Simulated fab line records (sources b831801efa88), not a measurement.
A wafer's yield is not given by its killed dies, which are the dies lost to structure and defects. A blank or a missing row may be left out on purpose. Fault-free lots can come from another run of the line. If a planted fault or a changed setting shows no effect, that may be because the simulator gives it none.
Comparing a struck lot with a sound one / flow gf180mcu / 15 out of 602 route steps
Sound: the wafers L314.2, L314.5, L314.6. Wafers L302.1, L302.2, L302.5 were the ones struck. The cause is named last.
For every step that has rows: the tool of each side, followed by ch and its chambers, followed by its first start. Under that, the readings that differ: sound wafers / struck wafers / difference of the means / sigmas: that difference in standard deviations of wafers without a fault.
alike: a reading whose means differ by less than 2 such deviations, as well as words and numbers matching on both sides. not compared: withheld readings; readings where some wafer has no value; bounds like >300 that might hide an equal value; numbers whose values overlap and for which the record gives no deviation.
Wherever a step has rows on one side only, a row that says differs or no value, or a row with sigmas, the two part there. Numbers that have no deviation but don't overlap get no sigmas and don't part them. A reading missing from all wafers of one side parts the sides only when that side holds two or more wafers.

first, 5 steps without rows for these wafers: GF_V3_COAT_09 (resist thk 1000 nm); GF_V3_SOFTBAKE_10 (time 60 s); GF_V3_EXPOSE_11 (exposes mask Via3, target cd 260 nm); GF_V3_PEB_12 (peb time 90 s); GF_V3_DEVELOP_13 (develop time 60 s).
GF_V3_CD_MEAS_14 targets a cd of 260 nm.
  sound on cd-sem-02, day 28 09:32; struck on cd-sem-02, day 24 07:58
  alike: cd-nm
GF_V3_OVL_MEAS_15:
  sound on overlay-02, day 28 09:39; struck on overlay-02, day 24 08:05
  alike: V3_OVL
GF_V3_ETCH_16: etches BARC in N2/H2.
  sound on rie-diel-04 ch 1,2,3, day 28 09:41; struck on rie-diel-01 ch 0,1, day 24 08:08
  alike: drypump-motor-current-A, oes-product-au, throttle-valve-pct
GF_V3_ETCH_17: etches SiO2 in C4F8/O2/Ar, stops on TiN, target depth 635 nm.
  sound on rie-diel-04 ch 1,2,3; struck on rie-diel-01 ch 0,1
  alike: oes-product-au
GF_V3_STRIP_18: strips in O2/N2.
  sound on plasma-asher-03 ch 0,1, day 28 09:49; struck on plasma-asher-02 ch 0,1, day 24 08:16
reading=oes-product-au (a.u.); sound=0.594 0.598 0.598; struck=0.586 0.590 0.583; difference=-0.010; sigmas=-2
  alike: drypump-motor-current-A, heater-power-w, platen-temp-c
  not compared: rf-hours-counter-h
then, 2 steps without rows for these wafers: GF_V3_STRIP_19 (strips in post etch residue remover, time 1200 s); GF_V3_CLEAN_20 (cleans in DIW).
GF_V3_SPUTTER_21: material Ti, target thk 15 nm, time 80.02 s.
  sound on pvd-sputter-04, day 28 10:45; struck on pvd-sputter-04, day 24 08:47
reading=cathode-dc-power-W (W); sound=2500.4 2500.5 2499.7; struck=2080.1 2080.0 2080.1; difference=-420.1; sigmas=-99 or more
reading=model.Ti_of_V3_SPUTTER_21.thk-nm (nm); sound=14.89 15 14.94; struck=12.65 12.58 12.56; difference=-2.35; sigmas=
  alike: throttle-valve-pct
GF_V3_SPUTTER_22: material TiN, target thk 10 nm, time 40 s.
  sound on pvd-sputter-04, day 28 10:49; struck on pvd-sputter-04, day 24 08:51
  alike: cathode-dc-power-W, throttle-valve-pct
GF_PASSIVATION_PROBE_99:
  sound wafers here have rows in the record (prober-02, day 33 22:37); struck ones have none

WHERE THEY PART
Earliest at GF_V3_STRIP_18; latest, in this record, at GF_PASSIVATION_PROBE_99.

WHY: what the simulator had put in
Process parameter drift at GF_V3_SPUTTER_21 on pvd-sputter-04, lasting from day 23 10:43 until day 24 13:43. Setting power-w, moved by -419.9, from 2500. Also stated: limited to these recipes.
